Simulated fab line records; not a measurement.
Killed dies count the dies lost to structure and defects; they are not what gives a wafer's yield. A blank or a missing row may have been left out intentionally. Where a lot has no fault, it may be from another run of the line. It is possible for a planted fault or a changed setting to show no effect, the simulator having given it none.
Comparing a struck lot with a sound one -- flow sfq_line -- 13 out of 325 route steps
Sound: these wafers, L510.2, L510.4, L510.5. Struck: wafers L521.4, L521.6. (L521.3 of the same lot was not struck and is left out.) The cause comes at the end.
For every step that has rows: the tool of each side, followed by ch and its chambers, followed by its first start. Under that, the readings that differ: sound wafers -- struck wafers -- difference of the means -- sigmas: that difference in standard deviations of wafers without a fault.
alike: readings whose means differ by less than 2 such deviations, and words and numbers that are the same on both sides. not compared: withheld readings, readings that some wafer has no value for, bounds like >300 that may hide the same value, and numbers for which the record gives no deviation and whose values overlap.
Wherever a step has rows on one side only, a row that says differs or no value, or a row with sigmas, the two part there. Non-overlapping numbers with no deviation appear without sigmas and do not part them. Lack of a reading on every wafer of one side parts them only where that side has two or more wafers.

SFQ_TRILAYER_M2_DEP_SPUTTER_055: material Nb, target thk 200 nm, time 133.3 s.
  sound: pvd_sputter-05 at day 33 04:28; struck: pvd_sputter-04 at day 36 06:57
  alike: cathode_dc_power_W, substrate_temp_c, throttle_valve_pct
SFQ_M2_RS_MEAS_914: the measuring method here is four-point-probe.
  sound: film_metro-04 at day 33 04:34; struck: film_metro-02 at day 36 07:05
  alike: M2_NB_RS
then, 6 steps without rows for these wafers: SFQ_TRILAYER_M2_LITHO_COAT_062 (resist thk 62 nm); SFQ_TRILAYER_M2_LITHO_COAT_057 (resist thk 600 nm); SFQ_TRILAYER_M2_LITHO_SOFTBAKE_061; SFQ_TRILAYER_M2_LITHO_EXPOSE_058 (exposes mask M2, target cd 500 nm); SFQ_TRILAYER_M2_LITHO_PEB_060 (peb time 60 s); SFQ_TRILAYER_M2_LITHO_DEVELOP_059 (time 60 s).
-- the record jumps here: 5 days lie between the struck wafers' starts before and after --
SFQ_M2_OVL_MEAS_916:
  sound: overlay-01 at day 38 14:51; struck: overlay-01 at day 41 10:55
  alike: M2_OVL
SFQ_TRILAYER_M2_BARC_OPEN_METAL_ETCH_077: etches BARC in O2, target depth 125 nm, time 41.7 s.
  sound on rie_metal-01 ch 0,1, day 38 14:53; struck on rie_metal-01 ch 0, day 41 10:57
  alike: drypump_motor_current_A, oes_product_au
  not compared: rf_hours_counter_h
SFQ_TRILAYER_M2_ETCH_METAL_ETCH_060: etches Nb in Cl2/Ar, stops on SiO2, target depth 240 nm, time 120 s.
  sound on rie_metal-01 ch 0,1, day 38 14:56; struck on rie_metal-01 ch 0, day 41 11:02
  alike: drypump_motor_current_A, oes_product_au
  not compared: rf_hours_counter_h
SFQ_TRILAYER_M2_STRIP_STRIP_061: strips in O2.
  sound on rie_metal-01 ch 0,1, day 38 15:04; struck on rie_metal-01 ch 0, day 41 11:19
reading,sound,struck,difference,sigmas
overash_fraction,0.65 0.65 0.65,0.91 0.91,+0.26,
  alike: drypump_motor_current_A, oes_product_au
  not compared: rf_hours_counter_h
then, 1 step without rows for these wafers: SFQ_TRILAYER_M2_STRIP_SOLV_CLEAN_062 (cleans in NMP, time 600 s).

== WHERE THEY PART ==
Nowhere in this record.

WHY: what had been put in by the simulator
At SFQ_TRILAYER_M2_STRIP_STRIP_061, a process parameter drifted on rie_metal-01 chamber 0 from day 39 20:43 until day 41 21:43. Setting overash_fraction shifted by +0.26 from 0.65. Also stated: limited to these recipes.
